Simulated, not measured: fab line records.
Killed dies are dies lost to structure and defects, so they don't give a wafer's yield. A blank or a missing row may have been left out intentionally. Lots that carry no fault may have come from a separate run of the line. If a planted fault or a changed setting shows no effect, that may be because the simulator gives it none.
Matching of chambers + flow gf180mcu + pecvd-01 running GF_PASSIVATION_CVD_00: 3 sister chambers
The step deposits SiO2 from TEOS, target thk 1000 nm, time 111.95 s. 6 wafers are shown with their chamber, then 7 later ones without.

== WAFERS WITH THEIR CHAMBER ==
| wafer  | chamber | heater power w (W) |
|--------|---------|--------------------|
| L625.6 | 0       | 519                |
| L633.1 | 1       | 737                |
| L633.3 | 0       | 643                |
| L633.6 | 2       | 630                |
| L636.3 | 1       | 830                |
| L636.4 | 2       | 660                |

== WAFERS WITHOUT THEIR CHAMBER ==
| wafer  | heater power w (W) |
|--------|--------------------|
| L636.6 | 686                |
| L638.3 | 620                |
| L638.5 | 677                |
| L638.6 | 511                |
| L640.3 | 793                |
| L640.4 | 810                |
| L640.6 | 506                |

== WHICH CHAMBER EACH WENT THROUGH ==
| wafer  | from the rows above          | in truth |
|--------|------------------------------|----------|
| L636.6 | can't be placed: 2 or 1 or 0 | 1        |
| L638.3 | can't be placed: 2 or 0      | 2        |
| L638.5 | can't be placed: 2 or 0 or 1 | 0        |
| L638.6 | can't be placed: 0 or 2      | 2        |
| L640.3 | 1                            | 1        |
| L640.4 | 1                            | 1        |
| L640.6 | can't be placed: 0 or 2      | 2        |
Correct placement for 2 of the 7. Cannot be placed on the basis of these rows: 5; the candidates contain the true chamber in 5. 0 placed wrongly.
How it was worked out, from the rows above alone: a wafer's distance from a chamber is the root of the sum, over the readings, of the square of ((its reading less the chamber's mean) divided by the reading's scatter). The wafer belongs to the nearest chamber; if the next one is less than 2 further off, it can't be placed. For every chamber, the mean is computed from those of its wafers that are shown. How the scatter is found: for the shown wafers, subtract from each reading the mean of its chamber, square and add these, divide the total by (wafers less chambers), then take the root.
